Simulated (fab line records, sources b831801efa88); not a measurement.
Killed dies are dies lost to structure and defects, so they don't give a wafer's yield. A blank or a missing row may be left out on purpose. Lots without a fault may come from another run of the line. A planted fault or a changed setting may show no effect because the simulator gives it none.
fab line records | flow sky130
record lots=14 wafers=41 last_day=50
route steps=708 shown CAPM@550 METAL3@563 METAL5@663
lots that met no fault: from a run of the same line without faults
start_h: hours from the record's first day to the start of the lot's first wafer shown | wait_h: hours since the lot's step before | " the same as in the row above | L1.1+2: a row that stands for several wafers | - no value, or no start given | * or withheld: withheld | < > ~ a bound
route shown NAME@n: a module of which the file shows steps, and the number in the route of the first | usual: mean/standard deviation of fault-free wafers | same: alike in all rows | chamber/n: place in a boat | sites: the reading at each site | _std_site: their standard deviation | _edge_site: outer sites' mean less inner sites' | radius_mm: how far each site lies from the wafer's centre | mask NAME#n: copy n | behind: the tool/chamber that last shaped the wafer | hold: why the lot was held/for how many hours/how that ended | device: the transistor (n, p or np) that didn't switch | end of line: the same wafers' tests at the end of the route | a step without rows: its recipe alone | killed: dies lost to structure and defects at the first sort, not the wafer's yield | map: a wafer's dies, x killed, . not, _ none there
set.NAME: the setting as run; set.NAME@STEP: as run at that earlier step | model.NAME: the simulator's own value behind a step, which no gauge read
steps of the route over a sample of lots; a table a step, a row a wafer
services: from which hour (start_h, from the record's first day; less than 0 if before it) a tool's chamber was out of use, for how many hours, and why
## steps
# step SKY_CAPM_METAL_ETCH_13
# recipe target_depth_nm=220 stop_on=SiO2 chemistry=Cl2/BCl3 target=TiN pressure_mtorr=10 icp_w=900 bias_w=48.5 Cl2_flow_sccm=60 bcl3_flow_sccm=30 time_s=62.9
# usual bcl3_flow_sccm=30.01/0.086 bias_w=48.52/0.14 drypump_motor_current_A=6.0/0.41 oes_product_au=0.941/0.0078 throttle_valve_pct=21.901/0.01
# columns lot.wafer tool chamber start_h wait_h bcl3_flow_sccm bias_w drypump_motor_current_A oes_product_au rf_hours_counter_h throttle_valve_pct
L327.2 rie_metal-02 0 879.43 0.0 29.94 48.56 5.5 0.947 3 21.905
L327.4 " 1 " " 30.03 48.57 6.0 0.934 - 21.908
L327.5 " 0 " " 29.80 48.29 5.5 0.932 - 21.889
L328.1 rie_metal-01 0 884.99 0.0 29.94 48.69 6.4 0.943 8 21.909
L328.2 " 1 " " 29.86 48.87 6.5 0.945 4 21.898
L328.6 " 0 " " 29.98 48.81 6.4 0.950 - 21.903
L329.1 rie_metal-01 0 893.45 0.0 29.97 48.58 6.4 0.946 8 21.894
L329.3 " 0 " " 29.90 48.60 6.4 0.931 - 21.896
L329.5 " 0 " " 30.02 48.42 6.4 0.948 - 21.890
L333.1 rie_metal-04 0 930.99 0.0 29.88 48.64 5.4 0.935 15 21.918
L333.4 " 0 " " 30.08 48.68 5.3 0.940 - 21.925
L333.6 " 1 " " 29.90 48.53 5.9 0.944 - 21.887
L334.1 rie_metal-02 0 941.79 0.0 29.91 48.54 5.5 0.937 6 21.906
L334.4 " 1 " " 30.07 48.28 6.0 0.937 - 21.900
L334.6 " 1 " " 30.14 48.51 6.0 0.936 - 21.922
L335.1 rie_metal-01 0 947.30 0.0 30.18 48.45 6.4 0.938 12 21.905
L335.2 " 1 " " 30.13 48.04 6.5 0.938 8 21.906
L335.5 " 0 " " 30.15 48.61 6.3 0.941 - 21.897
L337.2 rie_metal-02 1 958.10 0.0 29.96 48.51 6.0 0.937 9 21.883
L337.4 " 1 " " 30.04 48.45 6.0 0.934 - 21.898
L337.6 " 1 " " 30.03 48.49 6.0 0.951 - 21.892
L338.2 rie_metal-01 0 969.08 0.0 30.05 48.45 6.4 0.938 12 21.893
L338.4 " 0 " " 29.92 48.65 6.3 0.952 - 21.892
L338.5 " 1 " " 30.08 48.55 6.5 0.948 - 21.890
L339.4 rie_metal-02 1 970.22 0.0 29.76 48.49 6.0 0.941 - 21.902
L339.6 " 0 " " 30.02 48.40 5.5 0.943 - 21.916
L341.1 rie_metal-02 0 975.10 0.0 30.05 48.61 5.5 0.950 7 21.884
L341.3 " 1 " " 29.73 48.29 6.0 0.947 - 21.888
L341.4 " 0 " " 29.95 48.58 5.5 0.945 - 21.923
L342.1 rie_metal-01 0 990.84 0.0 30.05 48.59 6.4 0.935 14 21.908
L342.2 " 1 " " 29.93 48.37 6.5 0.939 10 21.909
L342.3 " 1 " " 29.95 48.40 6.5 0.943 - 21.904
L345.4 rie_metal-04 0 1004.30 0.0 30.07 48.68 5.4 0.944 - 21.904
L345.5 " 0 " " 30.00 48.82 5.4 0.939 - 21.899
L345.6 " 1 " " 30.04 48.56 5.9 0.935 - 21.888
L347.1 rie_metal-04 1 1011.85 0.0 30.18 48.47 5.9 0.939 23 21.890
L347.4 " 0 " " 30.04 48.24 5.4 0.941 - 21.905
L347.5 " 1 " " 30.02 48.60 5.9 0.934 - 21.902
L349.2 rie_metal-02 0 1028.20 0.0 30.05 48.31 5.5 0.947 10 21.894
L349.4 " 0 " " 29.96 48.43 5.5 0.948 - 21.889
L349.5 " 0 " " 30.07 48.48 5.5 0.944 - 21.909
# step SKY_METAL3_CD_MEAS_13
# recipe target_cd_nm=300
# usual cd_nm=299.8/1.7
# columns lot.wafer tool chamber start_h wait_h cd_nm
L327.2 cd_sem-01 - 905.63 - 297.0
L327.4 " - " " 297.2
L327.5 " - " " 297.8
L328.1 cd_sem-01 - 911.01 - 300.2
L328.2 " - " " 298.8
L328.6 " - " " 299.4
L329.1 cd_sem-01 - 919.24 - 299.8
L329.3 " - " " 299.3
L329.5 " - " " 298.6
L333.1 cd_sem-01 - 956.16 - 299.6
L333.4 " - " " 299.3
L333.6 " - " " 299.7
L334.1 cd_sem-02 - 967.34 - 297.9
L334.4 " - " " 298.9
L334.6 " - " " 299.0
L335.1 cd_sem-02 - 972.59 - 299.7
L335.2 " - " " 298.9
L335.5 " - " " 299.0
L337.2 cd_sem-02 - 982.61 - 300.9
L337.4 " - " " 301.7
L337.6 " - " " 300.2
L338.2 cd_sem-01 - 993.78 - 299.6
L338.4 " - " " 299.3
L338.5 " - " " 299.5
L339.4 cd_sem-02 - 994.52 - 301.7
L339.6 " - " " 303.2
L341.1 cd_sem-02 - 998.96 - 301.9
L341.3 " - " " 301.8
L341.4 " - " " 300.9
L342.1 cd_sem-02 - 1015.41 - 301.0
L342.2 " - " " 299.6
L342.3 " - " " 299.3
L345.4 cd_sem-02 - 1028.80 - 300.2
L345.5 " - " " 298.3
L345.6 " - " " 298.2
L347.1 cd_sem-02 - 1035.06 - 298.4
L347.4 " - " " 299.3
L347.5 " - " " 297.5
L349.2 cd_sem-01 - 1051.13 - 299.5
L349.4 " - " " 299.6
L349.5 " - " " 299.5
# step SKY_METAL3_DESCUM_15
# recipe chemistry=O2 source_power_w=150 bias_power_w=0 pressure_mtorr=10 temp_c=40 time_s=8
# usual drypump_motor_current_A=5.8/0.31 oes_product_au=1.000/0.007
# columns lot.wafer tool chamber start_h wait_h drypump_motor_current_A oes_product_au rf_hours_counter_h
L327.2 rie_metal-03 0 905.77 0.0 5.8 0.991 3
L327.4 " 0 " " 5.8 0.998 -
L327.5 " 0 " " 5.8 0.992 -
L328.1 rie_metal-04 0 911.16 0.0 5.4 1.006 14
L328.2 " 1 " " 5.9 1.001 17
L328.6 " 1 " " 5.9 1.004 -
L329.1 rie_metal-04 1 919.40 0.0 5.9 0.997 17
L329.3 " 0 " " 5.3 1.000 -
L329.5 " 1 " " 5.9 0.982 -
L333.1 rie_metal-02 1 956.32 0.0 6.0 0.999 9
L333.4 " 0 " " 5.5 1.010 -
L333.6 " 1 " " 6.0 1.010 -
L334.1 rie_metal-04 1 967.50 0.0 6.0 1.003 20
L334.4 " 0 " " 5.4 1.001 -
L334.6 " 0 " " 5.4 1.008 -
L335.1 rie_metal-02 0 972.75 0.0 5.5 1.013 7
L335.2 " 1 " " 6.0 0.992 10
L335.5 " 0 " " 5.5 1.006 -
L337.2 rie_metal-02 1 982.75 0.0 6.0 0.998 10
L337.4 " 1 " " 6.0 1.002 -
L337.6 " 1 " " 6.0 0.997 -
L338.2 rie_metal-04 1 993.92 0.0 5.9 1.010 21
L338.4 " 1 " " 5.9 1.011 -
L338.5 " 0 " " 5.4 1.002 -
L339.4 rie_metal-04 0 994.63 0.0 5.3 1.000 -
L339.6 " 0 " " 5.3 0.994 -
L341.1 rie_metal-03 1 999.11 0.0 6.3 1.008 8
L341.3 " 0 " " 5.8 0.988 -
L341.4 " 1 " " 6.3 1.000 -
L342.1 rie_metal-02 0 1015.57 0.0 5.5 1.005 10
L342.2 " 1 " " 6.0 1.001 12
L342.3 " 1 " " 6.0 0.999 -
L345.4 rie_metal-02 1 1028.91 0.0 6.0 1.008 -
L345.5 " 1 " " 6.0 1.007 -
L345.6 " 0 " " 5.5 1.008 -
L347.1 rie_metal-04 1 1035.22 0.0 5.9 0.997 0
L347.4 " 0 " " 5.3 1.002 -
L347.5 " 1 " " 5.9 0.985 -
L349.2 rie_metal-02 1 1051.27 0.0 6.0 1.006 15
L349.4 " 0 " " 5.5 1.002 -
L349.5 " 1 " " 6.0 1.006 -
# step SKY_METAL5_SPUTTER_02
# recipe material=AlCu target_thk_nm=1150 power_w=10600 time_s=61.2 chamber_pressure_pa=0.4
# usual cathode_dc_power_W=10600/1.9 throttle_valve_pct=30.5/0.83
# columns lot.wafer tool chamber start_h wait_h cathode_dc_power_W throttle_valve_pct
L327.2 pvd_sputter-01 - 1006.95 0.0 10597 28.9
L327.4 " - " " 10601 29.9
L327.5 " - " " 10604 31.8
L328.1 pvd_sputter-03 - 1013.70 0.0 10601 31.6
L328.2 " - " " 10600 31.6
L328.6 " - " " 10602 30.9
L329.1 pvd_sputter-01 - 1021.65 0.0 10600 30.6
L329.3 " - " " 10601 28.9
L329.5 " - " " 10600 31.7
L333.1 pvd_sputter-02 - 1055.93 0.0 10604 30.5
L333.4 " - " " 10602 30.2
L333.6 " - " " 10600 30.8
L334.1 pvd_sputter-01 - 1065.29 0.0 10596 30.0
L334.4 " - " " 10600 29.3
L334.6 " - " " 10601 30.1
L335.1 pvd_sputter-02 - 1071.97 0.0 10598 30.2
L335.2 " - " " 10602 30.7
L335.5 " - " " 10601 29.9
L337.2 pvd_sputter-03 - 1078.70 0.0 10600 31.8
L337.4 " - " " 10601 31.2
L337.6 " - " " 10600 31.9
L338.2 pvd_sputter-01 - 1088.83 0.0 10596 30.2
L338.4 " - " " 10599 29.2
L338.5 " - " " 10600 30.0
L339.4 pvd_sputter-03 - 1089.66 0.0 10599 29.3
L339.6 " - " " 10600 31.6
L341.1 pvd_sputter-03 - 1094.85 0.0 10601 31.7
L341.3 " - " " 10604 31.6
L341.4 " - " " 10602 30.9
L342.1 pvd_sputter-01 - 1108.26 0.0 10599 31.8
L342.2 " - " " 10601 29.4
L342.3 " - " " 10597 30.0
L345.4 pvd_sputter-01 - 1119.80 0.0 10604 29.0
L345.5 " - " " 10601 30.0
L345.6 " - " " 10599 29.4
L347.1 pvd_sputter-03 - 1124.57 0.0 10599 29.1
L347.4 " - " " 10598 31.5
L347.5 " - " " 10603 31.8
L349.2 pvd_sputter-03 - 1140.64 0.0 10600 31.8
L349.4 " - " " 10598 29.0
L349.5 " - " " 10600 31.5
# step SKY_METAL5_RS_MEAS_05
# recipe thk_meas_gauge=four-point-probe reads=TiN_of_METAL5_SPUTTER_04+Ti_of_METAL5_SPUTTER_03+AlCu_of_METAL5_SPUTTER_02+TiN_of_METAL5_SPUTTER_01+Ti_of_METAL5_SPUTTER_00
# usual METAL5_ALCU_RS=0.0270/0.00034
# columns lot.wafer tool chamber start_h wait_h METAL5_ALCU_RS[ohm/sq]
L327.2 film_metro-01 - 1007.09 0.0 0.0276
L327.4 " - " " 0.0278
L327.5 " - " " 0.0275
L328.1 film_metro-04 - 1013.82 0.0 0.0275
L328.2 " - " " 0.0264
L328.6 " - " " 0.0270
L329.1 film_metro-02 - 1021.77 0.0 0.0267
L329.3 " - " " 0.0273
L329.5 " - " " 0.0270
L333.1 film_metro-01 - 1056.05 0.0 0.0231
L333.4 " - " " 0.0232
L333.6 " - " " 0.0232
L334.1 film_metro-02 - 1065.41 0.0 0.0277
L334.4 " - " " 0.0276
L334.6 " - " " 0.0273
L335.1 film_metro-02 - 1072.09 0.0 0.0228
L335.2 " - " " 0.0228
L335.5 " - " " 0.0228
L337.2 film_metro-02 - 1078.84 0.0 0.0278
L337.4 " - " " 0.0272
L337.6 " - " " 0.0278
L338.2 film_metro-02 - 1088.97 0.0 0.0267
L338.4 " - " " 0.0272
L338.5 " - " " 0.0270
L339.4 film_metro-02 - 1089.84 0.1 0.0272
L339.6 " - " " 0.0274
L341.1 film_metro-02 - 1094.97 0.0 0.0274
L341.3 " - " " 0.0268
L341.4 " - " " 0.0269
L342.1 film_metro-01 - 1108.38 0.0 0.0272
L342.2 " - " " 0.0275
L342.3 " - " " 0.0274
L345.4 film_metro-04 - 1119.98 0.1 0.0273
L345.5 " - " " 0.0271
L345.6 " - " " 0.0271
L347.1 film_metro-02 - 1124.69 0.0 0.0270
L347.4 " - " " 0.0268
L347.5 " - " " 0.0275
L349.2 film_metro-04 - 1140.78 0.0 0.0277
L349.4 " - " " 0.0271
L349.5 " - " " 0.0269
# step SKY_METAL5_THK_MEAS_06
# recipe thk_meas_gauge=xrf reads=AlCu_of_METAL5_SPUTTER_02
# usual METAL5_ALCU_THK=1175/15
# columns lot.wafer tool chamber start_h wait_h METAL5_ALCU_THK[nm]
L327.2 film_metro-01 - 1007.20 0.1 1149
L327.4 " - " " 1153
L327.5 " - " " 1154
L328.1 film_metro-04 - 1013.94 0.1 1165
L328.2 " - " " 1210
L328.6 " - " " 1184
L329.1 film_metro-02 - 1021.89 0.1 1183
L329.3 " - " " 1162
L329.5 " - " " 1179
L333.1 film_metro-01 - 1056.17 0.1 1371
L333.4 " - " " 1368
L333.6 " - " " 1366
L334.1 film_metro-02 - 1065.53 0.1 1143
L334.4 " - " " 1146
L334.6 " - " " 1162
L335.1 film_metro-02 - 1072.21 0.1 1388
L335.2 " - " " 1380
L335.5 " - " " 1394
L337.2 film_metro-02 - 1078.95 0.1 1134
L337.4 " - " " 1160
L337.6 " - " " 1132
L338.2 film_metro-02 - 1089.08 0.1 1179
L338.4 " - " " 1167
L338.5 " - " " 1171
L339.4 film_metro-02 - 1089.93 0.1 1163
L339.6 " - " " 1155
L341.1 film_metro-02 - 1095.09 0.1 1149
L341.3 " - " " 1179
L341.4 " - " " 1179
L342.1 film_metro-01 - 1108.50 0.1 1171
L342.2 " - " " 1159
L342.3 " - " " 1164
L345.4 film_metro-04 - 1120.07 0.1 1175
L345.5 " - " " 1176
L345.6 " - " " 1175
L347.1 film_metro-02 - 1124.81 0.1 1176
L347.4 " - " " 1187
L347.5 " - " " 1156
L349.2 film_metro-04 - 1140.89 0.1 1149
L349.4 " - " " 1180
L349.5 " - " " 1188
# step SKY_METAL5_METAL_ETCH_15
# recipe target_depth_a=12600 stop_on=SiO2 over_etch_frac=0.2 time_s=252 chemistry=Cl2/BCl3 resist_sidewall_deg=86 pressure_mtorr=10 icp_w=900 bias_w=48.5 Cl2_flow_sccm=60 bcl3_flow_sccm=30
# usual bcl3_flow_sccm=29.99/0.092 bias_w=48.49/0.16 drypump_motor_current_A=6.1/0.4 oes_product_au=0.893/0.0053 throttle_valve_pct=22.265/0.0084
# columns lot.wafer tool chamber start_h wait_h bcl3_flow_sccm bias_w drypump_motor_current_A oes_product_au rf_hours_counter_h throttle_valve_pct
L327.2 rie_metal-01 1 1029.08 0.0 29.83 48.37 6.5 0.897 12 22.270
L327.4 " 0 " " 30.05 48.41 6.3 0.889 - 22.261
L327.5 " 1 " " 29.95 48.64 6.5 0.893 - 22.262
L328.1 rie_metal-01 0 1036.35 0.0 30.09 48.62 6.4 0.894 16 22.264
L328.2 " 1 " " 30.13 48.56 6.5 0.896 12 22.256
L328.6 " 0 " " 30.03 48.49 6.4 0.903 - 22.261
L329.1 rie_metal-01 1 1043.95 0.0 29.94 48.54 6.5 0.888 12 22.269
L329.3 " 1 " " 29.94 48.55 6.5 0.892 - 22.263
L329.5 " 1 " " 30.04 48.75 6.5 0.886 - 22.282
L333.1 rie_metal-01 0 1077.16 0.1 30.01 48.40 6.4 0.959 20 22.280
L333.4 " 0 " " 30.17 48.52 6.3 0.957 - 22.266
L333.6 " 0 " " 30.10 48.38 6.3 0.953 - 22.273
L334.1 rie_metal-02 1 1086.13 0.0 29.91 48.40 6.0 0.887 16 22.250
L334.4 " 0 " " 30.08 48.48 5.5 0.895 - 22.267
L334.6 " 0 " " 30.12 48.71 5.5 0.903 - 22.277
L335.1 rie_metal-02 0 1092.95 0.0 30.09 48.62 5.5 0.962 15 22.271
L335.2 " 1 " " 29.98 48.45 6.0 0.963 17 22.263
L335.5 " 1 " " 29.89 48.40 6.0 0.961 - 22.262
L337.2 rie_metal-04 0 1099.45 0.0 29.99 48.17 5.4 0.894 27 22.265
L337.4 " 0 " " 29.85 48.03 5.4 0.890 - 22.260
L337.6 " 1 " " 30.24 48.07 6.0 0.882 - 22.276
L338.2 rie_metal-01 0 1109.40 0.0 29.99 48.59 6.4 0.902 22 22.265
L338.4 " 0 " " 29.98 48.56 6.4 0.887 - 22.263
L338.5 " 1 " " 30.03 48.51 6.5 0.894 - 22.265
L339.4 rie_metal-04 1 1110.30 0.1 29.93 48.75 5.9 0.898 - 22.252
L339.6 " 0 " " 29.89 48.62 5.4 0.906 - 22.252
L341.1 rie_metal-01 0 1114.90 0.0 30.08 48.53 6.3 0.895 23 22.258
L341.3 " 1 " " 30.10 48.38 6.5 0.891 - 22.251
L341.4 " 0 " " 30.09 48.58 6.3 0.898 - 22.260
L342.1 rie_metal-01 1 1128.58 0.0 30.22 48.25 6.5 0.895 17 22.269
L342.2 " 0 " " 30.14 48.54 6.3 0.901 24 22.275
L342.3 " 0 " " 30.06 48.71 6.4 0.901 - 22.266
L345.4 rie_metal-04 1 1140.02 0.3 29.90 48.74 5.9 0.890 - 22.267
L345.5 " 1 " " 30.10 48.55 5.9 0.887 - 22.260
L345.6 " 1 " " 29.92 48.49 5.9 0.889 - 22.264
L347.1 rie_metal-04 1 1143.63 0.1 29.88 48.40 5.9 0.895 9 22.274
L347.4 " 1 " " 29.93 48.25 5.9 0.890 - 22.274
L347.5 " 1 " " 30.03 48.41 5.9 0.896 - 22.270
L349.2 rie_metal-04 1 1158.89 0.0 29.98 48.30 5.9 0.891 12 22.270
L349.4 " 1 " " 29.95 48.41 5.9 0.895 - 22.257
L349.5 " 1 " " 29.82 48.41 5.9 0.891 - 22.264
## services
# columns tool chamber start_h hours kind
rie_metal-03 1 859.13 12.2 repair
rie_metal-01 0 868.45 6.0 repair
rie_metal-03 - 890.32 0.9 repair
pvd_sputter-01 - 920.85 1.1 repair
rie_metal-01 - 935.23 0.3 repair
pvd_sputter-02 - 942.61 2.5 repair
rie_metal-01 - 966.71 1.4 pm
pvd_sputter-01 - 967.00 1.4 repair
rie_metal-04 1 1015.41 - clean
rie_metal-04 1 1015.41 17.4 scheduled_down
rie_metal-04 1 1015.41 17.4 vent_cycle
rie_metal-02 - 1023.65 2.8 pm
rie_metal-03 - 1051.90 0.4 repair
rie_metal-02 1 1057.53 10.4 repair
rie_metal-01 1 1062.10 17.8 repair
rie_metal-03 - 1074.59 2.8 pm
rie_metal-04 0 1133.08 - clean
rie_metal-04 0 1133.08 - consumable_replace:focus_ring
rie_metal-04 0 1133.08 12.7 scheduled_down
rie_metal-04 0 1133.08 12.7 vent_cycle
rie_metal-02 - 1151.84 14.6 pm
pvd_sputter-03 - 1159.03 2.4 repair
## key
first_sign step=SKY_METAL5_RS_MEAS_05 reading=METAL5_ALCU_RS direction=down sigmas=12 usual=0.0270 struck=0.0230
effect step=SKY_METAL5_THK_MEAS_06 reading=METAL5_ALCU_THK direction=up sigmas=14 usual=1175 struck=1378
effect step=SKY_METAL5_METAL_ETCH_15 reading=oes_product_au direction=up sigmas=12 usual=0.893 struck=0.959
met_at SKY_METAL5_SPUTTER_02
struck_lots L333,L335
sort_left_out L333.1,L333.4,L333.6,L335.1,L335.2,L335.5
not_acting_at SKY_CAPM_METAL_ETCH_13,SKY_METAL3_CD_MEAS_13,SKY_METAL3_DESCUM_15
fault kind=process_parameter_drift tool=pvd_sputter-02 chamber=- onset_h=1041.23 steps=SKY_METAL5_SPUTTER_02 channel=target_thk_nm offset=185.26 shape=step acts_in=these_recipes_only stated=1150
# sort_left_out: the simulated sort isn't trusted on such a fault, so these wafers' sort isn't shown, and their yield isn't known
